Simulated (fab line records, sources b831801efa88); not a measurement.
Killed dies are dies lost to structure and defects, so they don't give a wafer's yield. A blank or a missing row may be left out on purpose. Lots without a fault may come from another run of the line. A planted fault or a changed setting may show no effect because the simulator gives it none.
Split-lot experiment | flow sfq_line | 5 lots, 27 wafers read, on a route of 325 steps

THE SPLIT
At SFQ_TRILAYER_M2_DEP_SPUTTER_055 (material Nb, target thk 200 nm, time 133.3 s), the setting time_s was moved away from the recipe's 133.3 s on 12 of the 27 wafers read, by -40.7% to +34.8%. The other wafers ran this setting at the recipe's value.

FROM THE SPLIT TO THE READING: what the file shows between them, 3 steps
- SFQ_M2_RS_MEAS_914: measures by four-point-probe
- SFQ_TRILAYER_M2_LITHO_COAT_062: resist thk 62 nm
- SFQ_TRILAYER_M2_BARC_OPEN_METAL_ETCH_077: etches BARC in O2, target depth 125 nm, time 41.7 s

THE READING
oes_product_au, in a.u., at SFQ_TRILAYER_M2_ETCH_METAL_ETCH_060 (etches Nb in Cl2/Ar, stops on SiO2, target depth 240 nm, time 120 s). Fault-free wafers of this fab line usually give 0.897 a.u., standard deviation 0.006 a.u..

wafer  | tool, chamber at the split | time_s as run, s | against the recipe | oes_product_au, a.u. | against lot-mates on the recipe
L074.1 | pvd_sputter-04, -          | 79.02            | -40.7%             | 0.691                | -0.202
L074.2 | pvd_sputter-04, -          | 79.02            | -40.7%             | 0.700                | -0.193
L074.3 | pvd_sputter-04, -          | 133.3            | recipe             | 0.902                | -
L074.4 | pvd_sputter-04, -          | 133.3            | recipe             | 0.890                | -
L074.5 | pvd_sputter-04, -          | 133.3            | recipe             | 0.887                | -
L074.6 | pvd_sputter-04, -          | 79.02            | -40.7%             | 0.685                | -0.208
L077.2 | pvd_sputter-03, -          | 133.3            | recipe             | 0.901                | -
L077.4 | pvd_sputter-03, -          | 133.3            | recipe             | 0.906                | -
L077.6 | pvd_sputter-03, -          | 133.3            | recipe             | 0.899                | -
L078.1 | pvd_sputter-06, -          | 167.3            | +25.5%             | 0.974                | +0.074
L078.2 | pvd_sputter-06, -          | 133.3            | recipe             | 0.899                | -
L078.3 | pvd_sputter-06, -          | 133.3            | recipe             | 0.905                | -
L078.4 | pvd_sputter-06, -          | 167.3            | +25.5%             | 0.982                | +0.082
L078.5 | pvd_sputter-06, -          | 167.3            | +25.5%             | 0.982                | +0.082
L078.6 | pvd_sputter-06, -          | 133.3            | recipe             | 0.896                | -
L079.1 | pvd_sputter-06, -          | 179.7            | +34.8%             | 0.959                | +0.056
L079.2 | pvd_sputter-06, -          | 133.3            | recipe             | 0.895                | -
L079.3 | pvd_sputter-06, -          | 133.3            | recipe             | 0.906                | -
L079.4 | pvd_sputter-06, -          | 179.7            | +34.8%             | 0.976                | +0.073
L079.5 | pvd_sputter-06, -          | 133.3            | recipe             | 0.908                | -
L079.6 | pvd_sputter-06, -          | 179.7            | +34.8%             | 0.956                | +0.053
L081.1 | pvd_sputter-03, -          | 101.7            | -23.7%             | 0.764                | -0.129
L081.2 | pvd_sputter-03, -          | 133.3            | recipe             | 0.903                | -
L081.3 | pvd_sputter-03, -          | 101.7            | -23.7%             | 0.770                | -0.123
L081.4 | pvd_sputter-03, -          | 133.3            | recipe             | 0.888                | -
L081.5 | pvd_sputter-03, -          | 133.3            | recipe             | 0.888                | -
L081.6 | pvd_sputter-03, -          | 101.7            | -23.7%             | 0.771                | -0.122

THE FIT
A straight line over all 27 wafers: oes_product_au changes by +0.00386 a.u. for each +1% of time_s; r = +0.95; the points scatter about the line by 0.027 a.u..
The same after taking each lot's own level away (the mean of its wafers on the recipe; 27 wafers): +0.00372 a.u. for each +1%; r = +0.95; scatter 0.026 a.u..
On that fit, the largest move of time_s shifts the reading by 0.15 a.u..
The lots' own levels span 0.8930 to 0.9030 a.u., that is 1.7 times the standard deviation above.
So the lot-to-lot level changes the slope little: the two slopes agree.
Check: with one of the wafers moved furthest among these (-40.7%) left out of the fit, the line predicts -0.164 a.u. for it against its lot-mates. It came out at -0.202 a.u. against them.

OTHER SPLITS ON THESE WAFERS
These wafers also went through other splits before the reading. Each is held against what the fit with the lots' levels taken away leaves over:
other split on the same wafers             | wafers away from the commonest value | r with oes_product_au (lot level and that fit taken away)
SFQ_TRILAYER_L0_DEP_SPUTTER_003 time_s     | 12                                   | +0.24
SFQ_TRILAYER_M0_DEP_SPUTTER_019 time_s     | 9                                    | +0.07
SFQ_TRILAYER_M1_ETCH_METAL_ETCH_042 time_s | 6                                    | -0.24

THE WHOLE CHAIN: every reading that the file lists as answering this split, in the file's order
step                                | what it does                                                        | reading                                                                                   | change (the file's fit)                   | r (the file's)
SFQ_TRILAYER_M2_DEP_SPUTTER_055     | material Nb, target thk 200 nm, time 133.3 s                        | Nb_of_TRILAYER_M2_DEP_SPUTTER_055.thk_nm (the simulator's own value, which no gauge read) | +1.98 nm for each +1% of the setting      | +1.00
SFQ_M2_RS_MEAS_914                  | measures by four-point-probe                                        | M2_NB_RS                                                                                  | -0.0106 for each +1% of the setting       | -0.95
SFQ_TRILAYER_M2_ETCH_METAL_ETCH_060 | etches Nb in Cl2/Ar, stops on SiO2, target depth 240 nm, time 120 s | oes_product_au                                                                            | +0.00374 a.u. for each +1% of the setting | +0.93

THE FILE'S OWN FIT
oes_product_au changes by +0.00374 a.u. for each +1% of time_s, r = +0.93.
